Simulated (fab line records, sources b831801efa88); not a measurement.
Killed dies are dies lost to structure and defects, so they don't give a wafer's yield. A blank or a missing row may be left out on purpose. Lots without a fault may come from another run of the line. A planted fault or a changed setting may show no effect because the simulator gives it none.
A struck lot beside a sound one | flow sky130 | 19 steps out of a route of 708
Sound: wafers L956.2, L956.4, L956.6. Struck: wafers L961.1, L961.2, L961.6. The cause comes at the end.
At each step with rows: each side's tool, then ch and its chambers, then its first start. Under that, the readings that differ: sound wafers | struck wafers | difference of the means | sigmas: that difference in standard deviations of wafers without a fault.
alike: readings whose means differ by less than 2 such deviations, and words and numbers that are the same on both sides. not compared: withheld readings, readings that some wafer has no value for, bounds like >300 that may hide the same value, and numbers for which the record gives no deviation and whose values overlap.
The two part at a step that has a row with sigmas, a row that says differs or no value, or rows on one side only. Numbers that don't overlap but have no deviation are shown without sigmas and don't part them. A reading that every wafer of one side lacks parts them only if that side has two wafers or more.

first, 6 steps without rows for these wafers: SKY_RES_XHIGH_COAT_02 (resist thk 1140 nm); SKY_RES_XHIGH_SOFTBAKE_03 (time 60 s); SKY_RES_XHIGH_EXPOSE_04 (exposes mask URPM, target cd 1270 nm); SKY_RES_XHIGH_PEB_05; SKY_RES_XHIGH_DEVELOP_06 (develop time 60 s); SKY_RES_XHIGH_IMPLANT_07.
SKY_RES_XHIGH_STRIP_08: strips in O2/N2.
  sound on plasma_asher-01 ch 0,1, day 26 15:08; struck on plasma_asher-01 ch 0,1, day 28 20:37
  alike: chamber_pressure_mTorr, drypump_motor_current_A, oes_product_au, strip_time_to_endpoint_s
  not compared: rf_hours_counter_h
SKY_RES_XHIGH_TW_MEAS_09:
  sound on film_metro-03, day 26 15:15; struck on film_metro-03, day 28 20:43
  alike: RES_XHIGH_TW
then, 4 steps without rows for these wafers: SKY_SD_N_DEHYDRATE_00 (time 60 s); SKY_SD_N_HMDS_01 (prime time 60 s); SKY_SD_N_COAT_02 (resist thk 1140 nm); SKY_SD_N_SOFTBAKE_03 (time 60 s).
SKY_SD_N_EXPOSE_04: exposes mask NSDM, target cd 380 nm.
  sound on iline_stepper-01 ch 0, day 27 06:35; struck on iline_stepper-01 ch 0, day 29 09:05
  reading                      | sound             | struck               | difference | sigmas
  model.SD_N.overlay_x_nm (nm) | -1.32 -1.32 -1.32 | -89.61 -89.61 -89.61 | -88.29     |
  alike: mask
then, 2 steps without rows for these wafers: SKY_SD_N_PEB_05; SKY_SD_N_DEVELOP_06 (develop time 60 s).
SKY_SD_N_CD_MEAS_07: target cd 380 nm.
  sound on cd_sem-02, day 27 20:13; struck on cd_sem-01, day 30 00:17
  alike: cd_nm
SKY_SD_N_OVL_MEAS_08:
  sound on overlay-02, day 27 20:19; struck on overlay-01, day 30 00:24
  reading       | sound          | struck            | difference | sigmas
  SD_N_OVL (nm) | -2.8 -2.3 -1.3 | -89.9 -90.2 -90.1 | -87.9      | -68
then, 1 step without rows for these wafers: SKY_SD_N_IMPLANT_09.
-- the record jumps here: 17 days lie between the struck wafers' starts before and after (it left off in module SD_N and takes up again in module PAD_OPEN, whose first step shown is number 708 of the route) --
SKY_PAD_OPEN_PROBE_99:
  sound on prober-02, day 45 20:01; struck on prober-02, day 47 07:21
  alike: killed_at_M0_to_M3, killed_at_M4_up, killed_at_contacts, killed_at_front_end, killed_at_other, killed_dies, killed_open, killed_short

WHERE THEY PART
Only at SKY_SD_N_OVL_MEAS_08, within this record. Later steps at which nothing parts them and some readings are alike: SKY_PAD_OPEN_PROBE_99.

WHY: what the simulator had put in
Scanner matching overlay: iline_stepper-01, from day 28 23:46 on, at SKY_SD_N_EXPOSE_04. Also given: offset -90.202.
